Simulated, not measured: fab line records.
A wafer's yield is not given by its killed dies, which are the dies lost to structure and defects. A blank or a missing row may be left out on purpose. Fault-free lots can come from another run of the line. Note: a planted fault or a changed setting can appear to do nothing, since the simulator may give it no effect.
Which of the tools did it? | flow gf180mcu | Sampling: 14 lots, 42 wafers, 5 of 602 route steps

== WHAT THE GAUGES READ, wafer by wafer ==
GF_HV_LDD_OVL_MEAS_08. Usual: HV_LDD_OVL gives 1.2 nm (standard deviation 1.4).
lot  | measured     | on         | HV_LDD_OVL (nm) | flag
L372 | day 10 05:50 | overlay-01 | 2.0 2.4 1.3     |
L373 | day 10 16:53 | overlay-01 | 3.2 2.5 2.1     |
L374 | day 10 21:11 | overlay-01 | 0.2 1.1 1.0     |
L376 | day 11 13:50 | overlay-02 | -0.8 0.1 -0.3   |
L379 | day 12 10:41 | overlay-01 | 0.5 1.3 0.6     |
L380 | day 12 15:01 | overlay-02 | 3.7 1.4 2.2     |
L381 | day 13 05:29 | overlay-01 | 1.0 0.3 1.8     |
L382 | day 13 11:16 | overlay-02 | 1.9 3.0 1.2     |
L383 | day 13 16:53 | overlay-02 | 2.6 2.4 0.4     |
L384 | day 13 20:05 | overlay-01 | 1.7 1.7 3.0     |
L385 | day 14 06:47 | overlay-01 | -2.1 -1.7 -0.4  |
L390 | day 15 19:28 | overlay-01 | 2.0 1.8 1.9     |
L392 | day 16 09:37 | overlay-01 | -0.1 -0.7 1.2   |
L393 | day 16 16:40 | overlay-02 | -3.8 -0.2 -0.5  |

GF_HV_LDD_TW_MEAS_23. Usual: HV_LDD_2_TW gives 1067 (standard deviation 5.5).
lot  | measured     | on            | HV_LDD_2_TW    | flag
L372 | day 11 00:26 | film_metro-03 | 1058 1059 1058 |
L373 | day 11 12:21 | film_metro-04 | 1062 1065 1063 |
L374 | day 11 16:43 | film_metro-03 | 1054 1063 1057 |
L376 | day 12 09:16 | film_metro-01 | 1073 1069 1062 |
L379 | day 13 06:10 | film_metro-04 | 1066 1067 1066 |
L380 | day 13 11:20 | film_metro-04 | 1064 1068 1067 |
L381 | day 14 01:47 | film_metro-01 | 1073 1073 1075 |
L382 | day 14 08:00 | film_metro-04 | 1068 1070 1071 |
L383 | day 14 14:20 | film_metro-03 | 1063 1065 1067 |
L384 | day 14 17:26 | film_metro-01 | 1070 1062 1068 |
L385 | day 15 04:08 | film_metro-04 | 1079 1072 1083 |
L390 | day 16 17:36 | film_metro-04 | 1064 1061 1069 |
L392 | day 17 09:03 | film_metro-03 | 1060 1062 1070 |
L393 | day 17 16:16 | film_metro-01 | 1068 1070 1068 |

GF_HV_LDD_OVL_MEAS_47. Usual: HV_LDD_03_OVL gives 0.4 nm (standard deviation 1.4).
lot  | measured     | on         | HV_LDD_03_OVL (nm)                  | flag
L372 | day 12 14:47 | overlay-01 | -2.2 -2.2 -1.1                      |
L373 | day 13 03:00 | overlay-02 | 1.7 1.0 2.4                         |
L374 | day 13 07:16 | overlay-02 | 2.6 3.7 2.5                         |
L376 | day 14 01:55 | overlay-01 | 0.2 0.2 0.3                         |
L379 | day 14 23:35 | overlay-01 | 1.7 -0.3 0.9                        |
L380 | day 15 05:31 | overlay-02 | 1.2 0.5 0.2                         |
L381 | day 15 20:35 | overlay-02 | 1.0 0.8 0.9                         |
L382 | day 16 03:13 | overlay-01 | -0.4 -0.2 0.5                       |
L383 | day 16 09:45 | overlay-02 | 1.2 1.2 0.2                         |
L384 | day 16 13:45 | overlay-02 | -1.5 -2.7 -2.0                      |
L385 | day 17 00:56 | overlay-02 | -0.4 0.9 0.7                        |
L390 | day 18 16:44 | overlay-02 | -2.2 -0.9 -0.2                      |
L392 | day 19 09:07 | overlay-02 | 225.1 225.0 222.8 223.1 223.1 221.5 | OFF
L393 | day 19 17:16 | overlay-01 | 226.7 227.2 226.6 225.7 225.3 224.3 | OFF

GF_NSD_CD_MEAS_07: target cd 400 nm. Usual: cd_nm 400.1 nm, standard deviation 2.1.
lot  | measured     | on        | cd_nm (nm)        | flag
L372 | day 13 14:00 | cd_sem-02 | 399.4 400.9 402.5 |
L373 | day 14 03:13 | cd_sem-01 | 400.0 401.0 402.5 |
L374 | day 14 07:11 | cd_sem-01 | 396.6 396.0 396.4 |
L376 | day 15 02:10 | cd_sem-01 | 399.0 400.5 399.2 |
L379 | day 16 00:04 | cd_sem-01 | 404.0 401.1 399.7 |
L380 | day 16 06:17 | cd_sem-01 | 396.7 398.6 397.6 |
L381 | day 16 21:58 | cd_sem-01 | 398.2 400.2 397.3 |
L382 | day 17 04:58 | cd_sem-02 | 398.4 401.3 397.8 |
L383 | day 17 11:35 | cd_sem-01 | 401.8 403.7 403.2 |
L384 | day 17 15:32 | cd_sem-02 | 402.4 401.1 401.9 |
L385 | day 18 03:43 | cd_sem-02 | 400.1 400.7 400.0 |
L390 | day 19 20:04 | cd_sem-01 | 400.2 400.3 401.3 |

== TOOL THAT RAN EACH LOT (tool first, then ch and the chambers of the sampled wafers, then the start) ==
lot  | GF_HV_LDD_EXPOSE_43
L372 | iline_stepper-02 ch 0, day 12 05:32
L373 | iline_stepper-01 ch 0, day 12 17:15
L374 | iline_stepper-01 ch 0, day 12 20:49
L376 | iline_stepper-02 ch 0, day 13 15:31
L379 | iline_stepper-01 ch 0, day 14 13:00
L380 | iline_stepper-01 ch 0, day 14 18:37
L381 | iline_stepper-01 ch 0, day 15 09:57
L382 | iline_stepper-01 ch 0, day 15 15:57
L383 | iline_stepper-01 ch 0, day 15 22:57
L384 | iline_stepper-02 ch 0, day 16 03:20
L385 | iline_stepper-02 ch 0, day 16 13:48
L390 | iline_stepper-02 ch 0, day 18 04:52
L392 | iline_stepper-01 ch 0, day 18 21:04
L393 | iline_stepper-01 ch 0, day 19 05:16
- GF_HV_LDD_EXPOSE_43: exposes mask Pplus HV AREA, target cd 400 nm.

== AS READ BY THE TOOLS THEMSELVES (means over the sampled wafers that have a number; for cases with no such wafer, the mark the record gives instead) ==
GF_HV_LDD_EXPOSE_43. Usual: reticle_temp_C 23.02 C, standard deviation 0.11.
lot  | tool             | reticle_temp_C (C) | flag
L372 | iline_stepper-02 | 23.12              |
L373 | iline_stepper-01 | 22.97              |
L374 | iline_stepper-01 | 23.11              |
L376 | iline_stepper-02 | 22.91              |
L379 | iline_stepper-01 | 22.97              |
L380 | iline_stepper-01 | 23.14              |
L381 | iline_stepper-01 | 22.96              |
L382 | iline_stepper-01 | 23.00              |
L383 | iline_stepper-01 | 23.05              |
L384 | iline_stepper-02 | 22.99              |
L385 | iline_stepper-02 | 22.92              |
L390 | iline_stepper-02 | 22.90              |
L392 | iline_stepper-01 | 23.08              |
L393 | iline_stepper-01 | 22.89              |

== THE ANSWER, worked out from the rows above alone ==
Rule: take the mean of a lot's wafers that have a number; if it is more than 3 standard deviations from the usual mean, the lot is off. A lot without any number at a reading at which 4 lots or more have one is off too. All remaining lots with rows at the step are treated as sound. After the gauges, taken in route order, come the tools' own readings; for these a lot's mean is taken, as printed above. At the first step where some lot is off, the reading lying furthest off is the one used; lots without a number count as furthest.
Off: L392, L393, seen at GF_HV_LDD_OVL_MEAS_47 (HV_LDD_03_OVL).
A tool fits if, at a process step before that reading, it ran every lot that is off, and no sound lot after the first of them. Those tools and the gauges at GF_HV_LDD_OVL_MEAS_47 are tried in the same way. One fits: iline_stepper-01 at GF_HV_LDD_EXPOSE_43. A fault onset in the window from L383 (day 15 22:57, its last sound lot) to L392 (day 18 21:04, its first lot off) fits.

== WHAT HAD BEEN PUT IN BY THE SIMULATOR ==
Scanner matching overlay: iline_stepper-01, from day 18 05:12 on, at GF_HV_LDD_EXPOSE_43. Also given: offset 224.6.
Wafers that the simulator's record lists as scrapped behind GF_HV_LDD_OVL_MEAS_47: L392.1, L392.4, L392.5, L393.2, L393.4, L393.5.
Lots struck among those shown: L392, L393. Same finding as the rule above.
